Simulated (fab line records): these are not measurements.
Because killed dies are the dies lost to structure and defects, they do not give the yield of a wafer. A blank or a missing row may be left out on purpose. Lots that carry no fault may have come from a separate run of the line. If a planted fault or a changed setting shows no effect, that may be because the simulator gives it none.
One fault seen from 2 desks ; flow sky130 ; each desk holds nothing but its own numbers, with what lay behind them at the end

METROLOGY DESK
What the gauges read for every lot (on any tool): the sampled wafers with a number, averaged. Any lot whose mean is over 4 standard deviations away from the usual mean is out of limits and marked OUT; that distance is given in the brackets.
Columns: A = NWELL_2_TW at SKY_NWELL_TW_MEAS_26, usual 498; B = cd nm at SKY_SONOS_TUNNEL_CD_MEAS_07, usual 411.3 nm
lot;first seen here;A;B
L876;day 5 04:23;512;409.8
L880;day 6 08:17;486;412.4
L881;day 6 21:43;486;408.0
L882;day 7 04:13;487;408.7
L885;day 7 22:01;510;411.8
L887;day 8 09:40;510;412.8
L886;day 8 10:22;511;413.2
L891;day 9 09:52;496;413.9
L893;day 9 15:51;494;429.4 (+8.2) OUT
L895;day 10 04:29;512;428.9 (+8.0) OUT
L897;day 10 11:02;484;411.1
L898;day 10 20:05;494;413.0
L899;day 11 02:09;494;411.8
Finding of this desk: L893, L895 out of limits; the first was L893 at day 16 23:20, on cd nm at SKY_SONOS_TUNNEL_CD_MEAS_07. In limits: L876, L880, L881, L882, L885, L887, L886, L891, L897, L898, L899.

THE TOOL OWNER'S DESK: litho track-01
The tool's own readings at SKY_SONOS_TUNNEL_DEVELOP_06 (develop time 60 s): means of the sampled wafers that have a number, for each lot that ran on this tool. Any lot whose mean is over 4 standard deviations away from the usual mean is out of limits and marked OUT; that distance is given in the brackets.
Columns: A = developer temp C at SKY_SONOS_TUNNEL_DEVELOP_06, usual 23.00 C
lot;first seen here;A
L880;day 12 13:33;22.84
L881;day 13 09:48;23.02
L882;day 13 18:03;23.04
L891;day 16 18:27;22.99
L893;day 16 23:11;22.90
L895;day 17 17:46;22.96
This desk found nothing out of limits on any of the 6 lots.

BROUGHT TOGETHER
L893, L895 would have let the metrology desk raise an alarm at day 16 23:20.
The tool owner's desk saw nothing out of limits.
On record at the tool owner's desk: L893, L895, within its limits.
SKY_SONOS_TUNNEL_DEVELOP_06 was run on litho track-01 by each of the lots named.

WHAT THE SIMULATOR HAD PUT IN
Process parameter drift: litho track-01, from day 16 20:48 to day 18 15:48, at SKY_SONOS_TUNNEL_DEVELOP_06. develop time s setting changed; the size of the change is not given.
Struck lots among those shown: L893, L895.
Time in hours between the start of the fault and the first out-of-limits reading at each desk: metrology desk, 3.
